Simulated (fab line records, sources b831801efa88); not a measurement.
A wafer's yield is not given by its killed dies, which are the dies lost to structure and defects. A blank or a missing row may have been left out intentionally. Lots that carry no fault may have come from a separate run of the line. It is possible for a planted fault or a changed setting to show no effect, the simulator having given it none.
fab line records	flow sky130
[record] lots = 6	wafers = 18	lastDay = 50
route steps=708 shown VIA4@639 PAD_OPEN@708
lots that met no fault: taken from a fault-free run of the same line
startH: hours from the record's opening day to when the first of the lot's shown wafers began	waitH: time in hours since the lot's previous step	" repeats the value in the row above	L1.1+2: one row covering several wafers at once	- value missing, or start not given	* or withheld: withheld	< > ~ a bound
route shown NAME@n: NAME is a module with steps in the file, n the number in the route of the first one	usual: average and standard deviation across the fault-free wafers	same: alike in all rows	chamber/n: place in a boat	sites: readings site by site	_std_site: their standard deviation	_edge_site: outer sites' mean less inner sites'	radiusMm: for every site, how far away it sits from the centre of the wafer	mask NAME#n: copy n	behind: the tool/chamber that last shaped the wafer	hold: why the lot went on hold/how many hours it stayed there/how the hold came to an end	device: which transistor (n, p or np) failed to switch	end of line: the tests these same wafers got at the end of their route	a step with no rows: only its recipe	killed: dies lost to structure and defects at the first sort, not the wafer's yield	map: a wafer's dies, x killed, . not, _ none there
set.NAME: the setting that was run; set.NAME@STEP: the one run at that earlier step	model.NAME: the simulator's own value behind a step, which no gauge read
certain route steps with their lots: each step a table, each wafer a row
services: from which hour (startH, from the record's first day; less than 0 if before it) a tool's chamber was out of use, for how many hours, and why
[[steps]]
[step SKY_VIA4_HDPCVD_00]
[recipe] material = SiO2	targetThkNm = 1750	sigmaOpenFrac = 0.3	timeS = 291.7	tempC = 400	sih4FlowSccm = 60	pressureMtorr = 6
[step SKY_VIA4_THK_MEAS_01]
[recipe] reads = SiO2_of_VIA4_HDPCVD_00
[usual] VIA4_HDPCVD_THK = 1753/19
lot.wafer	tool	chamber	startH	waitH	VIA4_HDPCVD_THK[nm]
L182.3	filmMetro-03	-	1011.43	0.1	1752
L182.4	"	-	"	"	1780
L182.6	"	-	"	"	1766
L190.1	filmMetro-02	-	1060.36	0.1	1743
L190.2	"	-	"	"	1761
L190.6	"	-	"	"	1740
L191.3	filmMetro-03	-	1061.62	0.1	1746
L191.4	"	-	"	"	1763
L191.5	"	-	"	"	1795
L192.1	filmMetro-04	-	1066.10	0.2	1767
L192.4	"	-	"	"	1741
L192.5	"	-	"	"	1758
L195.1	filmMetro-03	-	1088.89	0.1	1755
L195.4	"	-	"	"	1777
L195.5	"	-	"	"	1754
L201.2	filmMetro-04	-	1120.99	0.1	1759
L201.4	"	-	"	"	1747
L201.5	"	-	"	"	1751
[step SKY_VIA4_CMP_02]
[recipe] material = SiO2	downForcePsi = 4	platenRpm = 60	padVelocityMS = 0.94248
[usual] motorCurrentA = 12.5/1.1	slurryFilterDpKPa = 13.51/0.14
lot.wafer	tool	chamber	startH	waitH	motorCurrentA	slurryFilterDpKPa
L182.3	cmp-01	2	1011.47	0.0	12.1	13.43
L182.4	"	1	"	"	12.9	13.29
L182.6	"	3	"	"	14.1	13.47
L190.1	cmp-01	2	1060.47	0.1	12.0	13.55
L190.2	"	0	"	"	11.9	13.49
L190.6	"	2	"	"	11.9	13.55
L191.3	cmp-01	1	1061.71	0.1	12.7	13.73
L191.4	"	2	"	"	11.5	13.61
L191.5	"	0	"	"	13.2	13.64
L192.1	cmp-02	3	1066.45	0.3	12.4	13.44
L192.4	"	0	"	"	13.0	13.34
L192.5	"	3	"	"	12.6	13.53
L195.1	cmp-02	3	1088.95	0.1	12.9	13.32
L195.4	"	0	"	"	13.2	13.58
L195.5	"	0	"	"	12.9	13.71
L201.4	cmp-02	1	1121.04	0.0	13.3	13.80
L201.2	"	3	"	"	12.3	13.29
L201.5	"	1	"	"	13.7	13.27
[step SKY_VIA4_BOW_MEAS_03]
[recipe] mode = bow
[usual] VIA4_BOW = 84/8.4
lot.wafer	tool	chamber	startH	waitH	VIA4_BOW[um]
L182.3	filmMetro-03	-	1011.81	0.3	96
L182.4	"	-	"	"	84
L182.6	"	-	"	"	81
L190.1	filmMetro-03	-	1060.72	0.2	89
L190.2	"	-	"	"	94
L190.6	"	-	"	"	78
L191.3	filmMetro-02	-	1062.00	0.2	103
L191.4	"	-	"	"	79
L191.5	"	-	"	"	79
L192.1	filmMetro-04	-	1066.70	0.2	98
L192.4	"	-	"	"	82
L192.5	"	-	"	"	84
L195.1	filmMetro-03	-	1089.31	0.3	99
L195.4	"	-	"	"	90
L195.5	"	-	"	"	90
L201.2	filmMetro-03	-	1121.36	0.2	81
L201.4	"	-	"	"	77
L201.5	"	-	"	"	78
[step SKY_VIA4_DEHYDRATE_04]
[recipe] tempC = 200	timeS = 60
[step SKY_VIA4_HMDS_05]
[recipe] primeTimeS = 60	primeTempC = 120
[step SKY_VIA4_COAT_06]
[recipe] resist = NOVOLAK	spinRpm = 3000	resistThkNm = 1140
[step SKY_VIA4_SOFTBAKE_07]
[recipe] tempC = 90	timeS = 60	resist = NOVOLAK
[step SKY_VIA4_EXPOSE_08]
[recipe] maskId = VIM4	na = 0.6	sourceShape = conventional	sigmaOuter = 0.6	polarization = unpolarized	targetCdNm = 800	doseMj = 132
[step SKY_VIA4_PEB_09]
[recipe] tempC = withheld	timeS = *	resist = NOVOLAK
[step SKY_VIA4_DEVELOP_10]
[recipe] resist = NOVOLAK	developer = TMAH	developTimeS = 60	devTempC = 23
[step SKY_VIA4_OVL_MEAS_11]
[usual] VIA4_OVL = 0.5/1.2
lot.wafer	tool	chamber	startH	waitH	VIA4_OVL[nm]
L182.3	overlay-02	-	1034.01	0.1	1.1
L182.4	"	-	"	"	0.1
L182.6	"	-	"	"	0.0
L190.1	overlay-01	-	1079.95	0.1	1.6
L190.2	"	-	"	"	0.1
L190.6	"	-	"	"	-0.7
L191.3	overlay-02	-	1082.57	0.1	1.2
L191.4	"	-	"	"	2.1
L191.5	"	-	"	"	-0.2
L192.1	overlay-01	-	1087.67	0.1	0.5
L192.4	"	-	"	"	0.8
L192.5	"	-	"	"	1.1
L195.1	overlay-02	-	1110.00	0.1	-1.0
L195.4	"	-	"	"	-1.9
L195.5	"	-	"	"	2.2
L201.2	overlay-01	-	1139.96	0.1	0.5
L201.4	"	-	"	"	1.1
L201.5	"	-	"	"	-0.1
[step SKY_VIA4_ETCH_12]
[recipe] target = SiO2	chemistry = C4F8/O2/Ar	stopOn = TiN	maskMaterial = NOVOLAK	sourceW = 1500	biasW = 1200	pressureMtorr = 40	c4f8FlowSccm = withheld	O2_flow_sccm = 6	Ar_flow_sccm = 300	timeS = withheld	targetDepthA = 5800
[usual] biasW = 1200/3.8	chamberPressureMTorr = 40.00/0.035	oesProductAu = 0.937/0.0042
lot.wafer	tool	chamber	startH	waitH	biasW	chamberPressureMTorr	oesProductAu	model.NOVOLAK_of_VIA4_COAT_06.thkNm
L182.3	rieDiel-02	2	1034.04	0.0	1200	40.02	0.936	1004
L182.4	"	2	"	"	1203	40.00	0.940	1005
L182.6	"	1	"	"	1197	40.03	0.937	1005
L190.1	rieDiel-02	1	1079.99	0.0	-	-	-	1137
L190.2	"	0	"	"	-	-	-	1138
L190.6	"	1	"	"	-	-	-	1133
L191.3	rieDiel-02	2	1082.59	0.0	-	-	-	1139
L191.4	"	2	"	"	-	-	-	1143
L191.5	"	0	"	"	-	-	-	1137
L192.1	rieDiel-04	3	1087.71	0.0	1205	40.01	0.933	1007
L192.4	"	2	"	"	1207	39.97	0.939	1004
L192.5	"	1	"	"	1200	40.04	0.945	1005
L195.1	rieDiel-02	0	1110.04	0.0	1197	40.00	0.935	1008
L195.4	"	2	"	"	1196	40.01	0.934	1007
L195.5	"	0	"	"	1199	40.04	0.935	1008
L201.2	rieDiel-04	2	1139.99	0.0	1197	40.02	0.934	1011
L201.4	"	0	"	"	1194	40.04	0.939	1011
L201.5	"	2	"	"	1199	39.96	0.937	1015
[step SKY_VIA4_STRIP_13]
[recipe] chemistry = O2/N2	powerW = 1400	pressureMtorr = 1500	platenTempC = withheld	o2FlowSccm = 3000	n2FlowSccm = 300	overashFraction = 0.5
[usual] drypumpMotorCurrentA = 5.5/0.61	oesProductAu = 0.710/0.0049	stripTimeToEndpointS = 12.797/0.029
lot.wafer	tool	chamber	startH	waitH	drypumpMotorCurrentA	oesProductAu	rfHoursCounterH	stripTimeToEndpointS
L182.3	plasmaAsher-04	1	1034.15	-	5.3	0.711	-	12.780
L182.4	"	0	"	"	6.6	0.715	-	12.794
L182.6	"	0	"	"	6.6	0.710	-	12.806
L190.1	plasmaAsher-04	1	1080.06	-	5.3	0.711	92	14.147
L190.2	"	0	"	"	6.6	0.712	92	14.158
L190.6	"	0	"	"	6.6	0.715	-	14.100
L191.3	plasmaAsher-04	0	1082.70	-	6.5	0.716	-	14.155
L191.4	"	1	"	"	5.3	0.712	-	14.212
L191.5	"	1	"	"	5.3	0.715	-	14.158
L192.1	plasmaAsher-02	0	1087.78	-	5.0	0.708	68	12.848
L192.4	"	1	"	"	5.5	0.703	-	12.773
L192.5	"	1	"	"	5.6	0.707	-	12.802
L195.1	plasmaAsher-01	0	1110.11	-	4.9	0.708	4	12.849
L195.4	"	0	"	"	4.9	0.710	-	12.830
L195.5	"	0	"	"	4.9	0.718	-	12.763
L201.2	plasmaAsher-04	0	1140.06	-	6.6	0.704	99	12.790
L201.4	"	0	"	"	6.6	0.706	-	12.786
L201.5	"	0	"	"	6.6	0.715	-	12.840
[step SKY_VIA4_STRIP_14]
[recipe] chemistry = postEtchResidueRemover	timeS = 1200	tempC = 72.5
[step SKY_PAD_OPEN_PROBE_99]
[usual] defectLimitedYield = 82.1/1.8	killed_at_M0_to_M3 = 44/6.2	killed_at_M4_up = 3.3/1.7	killedAtContacts = 24/4.9	killedAtFrontEnd = 16/5	killedAtOther = 0.3/0.48	killedDies = 88/9	killedOnRim = 17/3.7	killedOpen = 48/7	killedShort = 39/6.1	sort_bin_3_pad_short = 0.9/0.46	sort_bin_5_function = 10.6/1.4	sort_bin_6_memory = 6.4/1.1	sortNPass = 404/9	sortYieldPct = 82.1/1.8
[same] grossDies = 492	killedAtBackSide = 0	sort_bin_4_leakage[%] = 0	sort_bin_8_speed[%] = 0
lot.wafer	tool	chamber	startH	waitH	defectLimitedYield[%]	killed_at_M0_to_M3	killed_at_M4_up	killedAtContacts	killedAtFrontEnd	killedAtOther	killedDies	killedOnRim	killedOpen	killedShort	sort_bin_3_pad_short[%]	sort_bin_5_function[%]	sort_bin_6_memory[%]	sortNPass	sortYieldPct[%]
L190.1	prober-02	-	1142.89	0.1	0	37	410	22	23	0	492	96	42	44	1.4	92.9	5.7	0	0
L190.2	prober-02	-	1142.94	0.1	0	50	393	27	21	1	492	96	61	40	1.4	90.7	7.9	0	0
L190.6	prober-02	-	1143.14	0.2	0	48	405	25	14	0	492	96	56	35	0.6	93.3	6.1	0	0
L191.3	prober-01	-	1145.05	0.2	0	49	405	16	21	1	492	96	50	38	0.4	93.1	6.5	0	0
L191.4	prober-01	-	1145.10	0.2	0	39	404	25	24	0	492	96	46	44	0	92.7	7.3	0	0
L191.5	prober-01	-	1145.15	0.2	0	46	402	21	23	0	492	96	52	39	0	92.9	7.1	0	0
L192.1	prober-02	-	1150.44	0.1	83.9	40	2	21	16	0	79	19	44	34	0.4	8.3	7.3	413	83.9
L192.4	prober-02	-	1150.59	0.2	81.3	41	4	23	23	1	92	19	42	50	0.8	11.0	6.9	400	81.3
L192.5	prober-02	-	1150.64	0.2	81.7	46	7	24	13	0	90	19	56	33	0.4	9.8	8.1	402	81.7
L195.1	prober-01	-	1171.53	0.1	84.6	35	5	22	14	0	76	12	39	37	0.8	8.7	5.9	416	84.6
L195.4	prober-01	-	1171.68	0.2	83.9	39	3	20	17	0	79	20	45	34	0.4	11.2	4.5	413	83.9
L195.5	prober-01	-	1171.73	0.2	83.1	49	0	16	18	0	83	11	46	37	0.2	10.6	6.1	409	83.1
L201.2	prober-01	-	1197.24	0.1	80.5	55	5	24	12	0	96	18	54	42	1.8	10.2	7.5	396	80.5
L201.4	prober-01	-	1197.34	0.2	81.1	55	0	22	16	0	93	18	48	45	1.2	12.4	5.3	399	81.1
L201.5	prober-01	-	1197.39	0.2	81.7	37	3	30	20	0	90	22	46	44	1.2	9.8	7.3	402	81.7
// killed by level:class
L190.1 VIA4:areaEtch=406 VIA1:geometricParticle:open=9 FIELD_ISO:geometricParticle:short=7 LI_CONTACT:geometricParticle:open=7 CONTACT:geometricParticle:open=7 VIA1:geometricParticle:short=6 POLY_GATE:geometricParticle:open=5 CONTACT:geometricParticle:short=5
L190.2 VIA4:areaEtch=390 VIA2:geometricParticle:open=12 VIA1:geometricParticle:open=11 CONTACT:geometricParticle:open=8 POLY_GATE:geometricParticle:open=7 LI_CONTACT:geometricParticle:open=6 VIA2:geometricParticle:short=6 FIELD_ISO:geometricParticle:short=5
L190.6 VIA4:areaEtch=401 VIA1:geometricParticle:open=15 CONTACT:geometricParticle:open=10 VIA3:geometricParticle:open=8 LI_CONTACT:geometricParticle:open=6 VIA3:geometricParticle:short=6 POLY_GATE:geometricParticle:short=5 CONTACT:geometricParticle:short=5
L191.3 VIA4:areaEtch=403 VIA1:geometricParticle:open=15 METAL1:geometricParticle:short=7 FIELD_ISO:geometricParticle:open=6 LI_CONTACT:geometricParticle:open=6 VIA1:geometricParticle:short=5 POLY_GATE:geometricParticle:short=4 POLY_GATE:geometricParticle:open=4
L191.4 VIA4:areaEtch=401 CONTACT:geometricParticle:open=13 VIA3:geometricParticle:open=10 METAL2:geometricParticle:short=9 FIELD_ISO:geometricParticle:short=7 METAL1:geometricParticle:short=7 VIA1:geometricParticle:open=7 FIELD_ISO:geometricParticle:open=5
L191.5 VIA4:areaEtch=400 VIA1:geometricParticle:open=10 VIA3:geometricParticle:open=9 LI_CONTACT:geometricParticle:open=8 METAL1:geometricParticle:short=7 FIELD_ISO:geometricParticle:open=6 METAL2:geometricParticle:short=6 FIELD_ISO:geometricParticle:short=5
L192.1 CONTACT:geometricParticle:open=11 VIA1:geometricParticle:open=9 VIA1:geometricParticle:short=8 METAL2:geometricParticle:short=7 LI_CONTACT:geometricParticle:open=5 POLY_GATE:geometricParticle:short=4 VIA3:geometricParticle:open=4 SPACER:geometricParticle:open=3
L192.4 CONTACT:geometricParticle:open=9 LOCAL_INTERCONNECT:geometricParticle:short=7 METAL2:geometricParticle:short=7 METAL1:geometricParticle:short=6 POLY_CUT:geometricParticle:open=5 VIA2:geometricParticle:short=5 VIA1:geometricParticle:short=5 VIA1:geometricParticle:open=5
L192.5 VIA1:geometricParticle:open=16 CONTACT:geometricParticle:open=12 METAL4:geometricParticle:short=6 POLY_GATE:geometricParticle:open=5 VIA2:geometricParticle:open=5 VIA3:geometricParticle:open=5 LI_CONTACT:geometricParticle:open=4 METAL2:geometricParticle:short=4
L195.1 CONTACT:geometricParticle:open=7 LI_CONTACT:geometricParticle:open=7 VIA3:geometricParticle:open=6 METAL2:geometricParticle:short=6 METAL1:geometricParticle:short=5 VIA1:geometricParticle:open=5 FIELD_ISO:geometricParticle:open=4 METAL4:geometricParticle:short=4
L195.4 VIA2:geometricParticle:open=11 VIA1:geometricParticle:open=9 CONTACT:geometricParticle:open=7 METAL1:geometricParticle:short=6 VIA3:geometricParticle:open=5 POLY_GATE:geometricParticle:short=4 LI_CONTACT:geometricParticle:open=4 LOCAL_INTERCONNECT:geometricParticle:short=4
L195.5 VIA1:geometricParticle:open=7 VIA3:geometricParticle:open=7 VIA1:geometricParticle:short=6 VIA2:geometricParticle:open=6 LOCAL_INTERCONNECT:geometricParticle:short=6 METAL2:geometricParticle:short=5 POLY_GATE:geometricParticle:short=4 POLY_GATE:geometricParticle:open=4
L201.2 CONTACT:geometricParticle:open=13 VIA3:geometricParticle:open=11 VIA1:geometricParticle:open=9 METAL2:geometricParticle:short=7 METAL1:geometricParticle:short=7 LI_CONTACT:geometricParticle:open=5 VIA2:geometricParticle:open=5 VIA3:geometricParticle:short=5
L201.4 VIA1:geometricParticle:open=15 CONTACT:geometricParticle:short=9 FIELD_ISO:geometricParticle:short=8 VIA3:geometricParticle:open=8 METAL1:geometricParticle:short=7 VIA2:geometricParticle:open=6 METAL2:geometricParticle:short=5 LI_CONTACT:geometricParticle:open=4
L201.5 CONTACT:geometricParticle:open=13 FIELD_ISO:geometricParticle:open=7 VIA1:geometricParticle:open=7 METAL1:geometricParticle:short=7 LI_CONTACT:geometricParticle:open=7 LOCAL_INTERCONNECT:geometricParticle:short=5 POLY_GATE:geometricParticle:short=4 METAL2:geometricParticle:short=4
// map L190.1 (x killed, . not)
__________xxxxxxxxxx_________
________xxxxxxxxxxxxxx_______
______xxxxxxxxxxxxxxxxxx_____
_____xxxxxxxxxxxxxxxxxxxx____
____xxxxxxxxxxxxxxxxxxxxxx___
___xxxxxxxxxxxxxxxxxxxxxxxx__
__xxxxxxxxxxxxxxxxxxxxxxxxxx_
_xxxxxxxxxxxxxxxxxxxxxxxxxxxx
_xxxxxxxxxxxxxxxxxxxxxxxxxxxx
_xxxxxxxxxxxxxxxxxxxxxxxxxxxx
_xxxxxxxxxxxxxxxxxxxxxxxxxxxx
_xxxxxxxxxxxxxxxxxxxxxxxxxxxx
_xxxxxxxxxxxxxxxxxxxxxxxxxxxx
_xxxxxxxxxxxxxxxxxxxxxxxxxxxx
_xxxxxxxxxxxxxxxxxxxxxxxxxxxx
__xxxxxxxxxxxxxxxxxxxxxxxxxx_
___xxxxxxxxxxxxxxxxxxxxxxxx__
____xxxxxxxxxxxxxxxxxxxxxx___
_____xxxxxxxxxxxxxxxxxxxx____
______xxxxxxxxxxxxxxxxxx_____
________xxxxxxxxxxxxxx_______
__________xxxxxxxxxx_________
// map L191.3 (x killed, . not)
__________xxxxxxxxxx_________
________xxxxxxxxxxxxxx_______
______xxxxxxxxxxxxxxxxxx_____
_____xxxxxxxxxxxxxxxxxxxx____
____xxxxxxxxxxxxxxxxxxxxxx___
___xxxxxxxxxxxxxxxxxxxxxxxx__
__xxxxxxxxxxxxxxxxxxxxxxxxxx_
_xxxxxxxxxxxxxxxxxxxxxxxxxxxx
_xxxxxxxxxxxxxxxxxxxxxxxxxxxx
_xxxxxxxxxxxxxxxxxxxxxxxxxxxx
_xxxxxxxxxxxxxxxxxxxxxxxxxxxx
_xxxxxxxxxxxxxxxxxxxxxxxxxxxx
_xxxxxxxxxxxxxxxxxxxxxxxxxxxx
_xxxxxxxxxxxxxxxxxxxxxxxxxxxx
_xxxxxxxxxxxxxxxxxxxxxxxxxxxx
__xxxxxxxxxxxxxxxxxxxxxxxxxx_
___xxxxxxxxxxxxxxxxxxxxxxxx__
____xxxxxxxxxxxxxxxxxxxxxx___
_____xxxxxxxxxxxxxxxxxxxx____
______xxxxxxxxxxxxxxxxxx_____
________xxxxxxxxxxxxxx_______
__________xxxxxxxxxx_________
[[services]]
tool	chamber	startH	hours	kind
cmp-02	-	997.86	1.8	repair
rieDiel-04	2	999.28	11.2	repair
rieDiel-02	0	1003.80	63.2	repair
rieDiel-04	0	1017.22	3.1	repair
rieDiel-02	1	1041.83	7.7	repair
plasmaAsher-01	-	1055.25	9.0	pm
plasmaAsher-01	0	1055.25	9.0	ventCycle
plasmaAsher-01	1	1055.25	9.0	ventCycle
plasmaAsher-04	-	1058.49	2.7	repair
cmp-01	-	1062.79	1.2	repair
plasmaAsher-01	0	1064.25	-	clean
plasmaAsher-01	-	1068.62	3.3	repair
rieDiel-02	3	1069.40	-	clean
rieDiel-02	3	1069.40	18.5	scheduledDown
rieDiel-02	3	1069.40	18.5	ventCycle
plasmaAsher-02	-	1081.79	1.1	repair
plasmaAsher-01	-	1082.11	3.3	repair
cmp-02	-	1084.00	4.0	pm
cmp-02	-	1088.00	-	consumableReplace:conditioner
cmp-02	-	1088.00	-	consumableReplace:pad
cmp-02	-	1090.80	1.2	repair
cmp-01	-	1096.50	0.4	repair
cmp-01	-	1131.93	4.7	pm
cmp-01	-	1139.13	1.7	repair
[[key]]
[firstSign] step = SKY_VIA4_ETCH_12	reading = toolRecord	direction = missing
[effect] step = SKY_VIA4_STRIP_13	reading = stripTimeToEndpointS	direction = up	sigmas = 46	usual = *	struck = *
[effect] step = SKY_PAD_OPEN_PROBE_99	reading = killed_at_M4_up	direction = up	sigmas = 99+	usual = 3.3	struck = 403.2
[modelEffect] step = SKY_VIA4_ETCH_12	value = NOVOLAK_of_VIA4_COAT_06.thkNm	without = 1005	struck = 1138
[moreKillsBornAt] SKY_VIA4_ETCH_12@rieDiel-02 = 2401
metAt SKY_VIA4_ETCH_12
struckWafers L190.1,L190.2,L190.6,L191.3,L191.4,L191.5
laterRowsLeftOut L190.1,L190.2,L190.6,L191.3,L191.4,L191.5
onsetBetween 1034.04 1079.99
[fault] kind = skippedStepWhole	tool = rieDiel-02	chamber = -	onsetH = 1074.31	steps = SKY_VIA4_ETCH_12	scope = struckLotsOnly
// laterRowsLeftOut: the simulator's readings of these wafers behind a module that went badly wrong aren't trusted and aren't shown, but for the sort
